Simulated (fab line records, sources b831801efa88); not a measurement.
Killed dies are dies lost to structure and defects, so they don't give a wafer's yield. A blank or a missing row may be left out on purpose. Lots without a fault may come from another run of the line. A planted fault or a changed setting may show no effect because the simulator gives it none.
Which tool did it? | flow sky130 | 6 lots, 18 wafers sampled, at 3 steps of a route of 708

WHAT THE GAUGES READ, wafer by wafer
SKY_LI_CONTACT_OVL_MEAS_13.
lot  | measured     | on         | LI_CONTACT_OVL (nm)
L699 | day 30 01:10 | overlay-01 | -7 3 -2
L701 | day 30 17:10 | overlay-01 | -9 -6 -3
L703 | day 30 22:16 | overlay-01 | -1 -18 -2
L714 | day 34 20:29 | overlay-01 | -9 -10 -7
L717 | day 35 12:02 | overlay-02 | 0 4 -4
L720 | day 36 04:52 | overlay-01 | -4 -1 -5

WHICH TOOL RAN EACH LOT (tool, then ch and the chambers of the sampled wafers, then the start)
lot  | SKY_SD_N_STRIP_11                    | SKY_LI_CONTACT_CMP_02
L699 | plasma_asher-04 ch 0,1, day 28 19:46 | cmp-01 ch 1,2,3, day 28 20:42
L701 | plasma_asher-01 ch 0,1, day 29 12:08 | cmp-01 ch 2,3, day 29 13:04
L703 | plasma_asher-01 ch 0,1, day 29 17:13 | cmp-02 ch 0,1,2, day 29 18:19
L714 | plasma_asher-02 ch 0, day 33 16:59   | cmp-01 ch 1,3, day 33 17:55
L717 | plasma_asher-02 ch 0,1, day 34 08:17 | cmp-02 ch 1,3, day 34 09:19
L720 | plasma_asher-01 ch 0,1, day 35 01:26 | cmp-01 ch 0,1, day 35 02:22
- SKY_SD_N_STRIP_11: strips in O2/N2.
- SKY_LI_CONTACT_CMP_02: polishes PSG.

THE ANSWER, worked out from the rows above alone
Rule: what is usual is taken from the lots themselves. Put in order of their means at a reading, lots are off if they are a third of the lots or fewer, leave a main group of 4 or more, and stand apart from it by a gap of 3 or more times the standard deviation of the main group's means; of several such gaps the widest counts. A main group whose means are all the same, to the digits that the tables above print for the reading, isn't used. A lot without any number at a reading at which 4 lots or more have one is off too. The other lots that the step has rows for count as sound.
No lot is off at any reading shown: from this, nothing can be told.

WHAT THE SIMULATOR HAD PUT IN
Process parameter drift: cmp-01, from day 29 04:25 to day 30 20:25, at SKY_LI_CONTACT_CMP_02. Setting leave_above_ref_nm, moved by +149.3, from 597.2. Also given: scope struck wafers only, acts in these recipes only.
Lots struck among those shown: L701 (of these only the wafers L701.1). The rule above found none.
